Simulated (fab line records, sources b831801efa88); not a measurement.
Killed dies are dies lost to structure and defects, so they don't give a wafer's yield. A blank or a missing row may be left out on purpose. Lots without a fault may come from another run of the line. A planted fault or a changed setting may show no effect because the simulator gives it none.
Split-lot experiment | flow sky130 | 5 lots, 23 wafers read, on a route of 708 steps

THE SPLIT
At SKY_VT_ADJUST_NCORE_DEVELOP_06 (develop time 60 s), the setting develop_time_s was moved away from the recipe's 60 s on 9 of the 23 wafers read, by -8.0% to +14.8%. The other wafers ran this setting at the recipe's value.

The file shows no step between the split and the reading.

THE READING
cd_nm, in nm, at SKY_VT_ADJUST_NCORE_CD_MEAS_07 (target cd 380 nm). Fault-free wafers of this fab line usually give 379.8 nm, standard deviation 2.5 nm.

wafer  | tool, chamber at the split | develop_time_s as run, s | against the recipe | cd_nm, nm | against lot-mates on the recipe
L074.1 | litho_track-04, 0          | 60                       | recipe             | 380.4     | -
L074.2 | litho_track-04, 0          | 68.87                    | +14.8%             | 395.9     | +15.4
L074.3 | litho_track-04, 0          | 68.87                    | +14.8%             | 394.7     | +14.2
L074.4 | litho_track-04, 0          | 60                       | recipe             | 380.7     | -
L074.6 | litho_track-04, 0          | 68.87                    | +14.8%             | 395.4     | +14.9
L077.1 | litho_track-01, 0          | 55.23                    | -8.0%              | 375.1     | -9.4
L077.2 | litho_track-01, 0          | 55.23                    | -8.0%              | 373.8     | -10.8
L077.4 | litho_track-01, 0          | 60                       | recipe             | 384.5     | -
L077.5 | litho_track-01, 0          | 60                       | recipe             | 384.6     | -
L077.6 | litho_track-01, 0          | 55.23                    | -8.0%              | 375.6     | -8.9
L081.1 | litho_track-04, 0          | 64.23                    | +7.1%              | 385.1     | +6.8
L081.2 | litho_track-04, 0          | 64.23                    | +7.1%              | 384.7     | +6.3
L081.3 | litho_track-04, 0          | 60                       | recipe             | 378.1     | -
L081.4 | litho_track-04, 0          | 60                       | recipe             | 378.6     | -
L081.5 | litho_track-04, 0          | 64.23                    | +7.1%              | 383.3     | +4.9
L084.2 | litho_track-04, 0          | 60                       | recipe             | 376.9     | -
L084.3 | litho_track-04, 0          | 60                       | recipe             | 376.8     | -
L084.4 | litho_track-04, 0          | 60                       | recipe             | 375.1     | -
L084.5 | litho_track-04, 0          | 60                       | recipe             | 376.8     | -
L084.6 | litho_track-04, 0          | 60                       | recipe             | 376.6     | -
L085.1 | litho_track-01, 0          | 60                       | recipe             | 382.1     | -
L085.3 | litho_track-01, 0          | 60                       | recipe             | 380.4     | -
L085.6 | litho_track-01, 0          | 60                       | recipe             | 381.0     | -

THE FIT
A straight line over all 23 wafers: cd_nm changes by +0.903 nm for each +1% of develop_time_s; r = +0.91; the points scatter about the line by 2.8 nm.
The same after taking each lot's own level away (the mean of its wafers on the recipe; 23 wafers): +1.04 nm for each +1%; r = +0.99; scatter 0.88 nm.
On that fit, the largest move of develop_time_s shifts the reading by 15 nm.
The lots' own levels span 376.44 to 384.55 nm, that is 3.2 times the standard deviation above.
So the lot-to-lot level changes the slope: the two fits differ.
Check: with one of the wafers moved furthest among these (+14.8%) left out of the fit, the line predicts +14.8 nm for it against its lot-mates. It came out at +15.4 nm against them.

OTHER SPLITS ON THESE WAFERS
These wafers also went through other splits before the reading. Each is held against what the fit with the lots' levels taken away leaves over:
other split on the same wafers             | wafers away from the commonest value | r with cd_nm (lot level and that fit taken away)
SKY_FIELD_ISO_CVD_03 time_s                | 18                                   | +0.18
SKY_FIELD_ISO_SOFTBAKE_09 temp_c           | 5                                    | -0.40
SKY_DNWELL_COAT_02 spin_rpm                | 10                                   | -0.17
SKY_NWELL_IMPLANT_11 energy_kev            | 8                                    | +0.33
SKY_NWELL_IMPLANT_24 energy_kev            | 8                                    | +0.03
SKY_VT_ADJUST_HVTP_COAT_02 spin_rpm        | 7                                    | +0.09
SKY_VT_ADJUST_HVTP_STRIP_10 pressure_mtorr | 10                                   | +0.08
SKY_VT_ADJUST_LVTN_IMPLANT_08 energy_kev   | 4                                    | -0.13

THE FILE'S OWN FIT
cd_nm changes by +1.02 nm for each +1% of develop_time_s, r = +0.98.
